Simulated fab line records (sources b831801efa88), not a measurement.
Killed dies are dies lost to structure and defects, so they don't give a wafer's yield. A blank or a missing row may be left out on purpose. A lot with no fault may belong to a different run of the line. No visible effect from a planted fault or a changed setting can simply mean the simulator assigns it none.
What tool caused it? || flow sky130 || 18 wafers from 6 lots sampled at 2 of the route's 708 steps

WHAT THE GAUGES READ, wafer by wafer
SKY_SONOS_ONO_THK_MEAS_03.
{"lot": "L468", "measured": "day 12 00:02", "on": "film_metro-04", "SONOS_ONO_CVD_02_THK (nm)": "10.75 10.71 10.65"}
{"lot": "L471", "measured": "day 13 04:12", "on": "film_metro-03", "SONOS_ONO_CVD_02_THK (nm)": "10.50 10.45 10.48"}
{"lot": "L475", "measured": "day 14 10:25", "on": "film_metro-04", "SONOS_ONO_CVD_02_THK (nm)": "10.42 10.48 10.32"}
{"lot": "L477", "measured": "day 15 01:17", "on": "film_metro-01", "SONOS_ONO_CVD_02_THK (nm)": "10.38 10.20 10.34"}
{"lot": "L479", "measured": "day 15 18:13", "on": "film_metro-03", "SONOS_ONO_CVD_02_THK (nm)": "10.54 10.72 10.74"}
{"lot": "L487", "measured": "day 18 22:37", "on": "film_metro-01", "SONOS_ONO_CVD_02_THK (nm)": "10.59 10.43 10.50"}

TOOL THAT RAN EACH LOT (tool first, then ch and the chambers of the sampled wafers, then the start)
{"lot": "L468", "SKY_VT_ADJUST_HVTR_STRIP_10": "plasma_asher-03 ch 0,1, day 9 20:58"}
{"lot": "L471", "SKY_VT_ADJUST_HVTR_STRIP_10": "plasma_asher-04 ch 0,1, day 10 23:20"}
{"lot": "L475", "SKY_VT_ADJUST_HVTR_STRIP_10": "plasma_asher-04 ch 0,1, day 12 00:38"}
{"lot": "L477", "SKY_VT_ADJUST_HVTR_STRIP_10": "plasma_asher-03 ch 0,1, day 12 18:41"}
{"lot": "L479", "SKY_VT_ADJUST_HVTR_STRIP_10": "plasma_asher-04 ch 1, day 13 08:56"}
{"lot": "L487", "SKY_VT_ADJUST_HVTR_STRIP_10": "plasma_asher-04 ch 0,1, day 16 08:47"}
- SKY_VT_ADJUST_HVTR_STRIP_10: strips in O2/N2.

THE ANSWER, worked out from the rows above alone
Rule: the usual values come from the lots themselves. Put in order of their means at a reading, lots are off if they are a third of the lots or fewer, leave a main group of 4 or more, and stand apart from it by a gap of 3 or more times the standard deviation of the main group's means; of several such gaps the widest counts. A main group is skipped when, at the precision printed for the reading in the tables above, its means are all equal. Also off: a lot with no number at a reading for which 4 or more lots have one. The other lots that the step has rows for count as sound.
No lot is off on any of the readings shown, so nothing can be concluded from this.

WHAT THE SIMULATOR HAD PUT IN
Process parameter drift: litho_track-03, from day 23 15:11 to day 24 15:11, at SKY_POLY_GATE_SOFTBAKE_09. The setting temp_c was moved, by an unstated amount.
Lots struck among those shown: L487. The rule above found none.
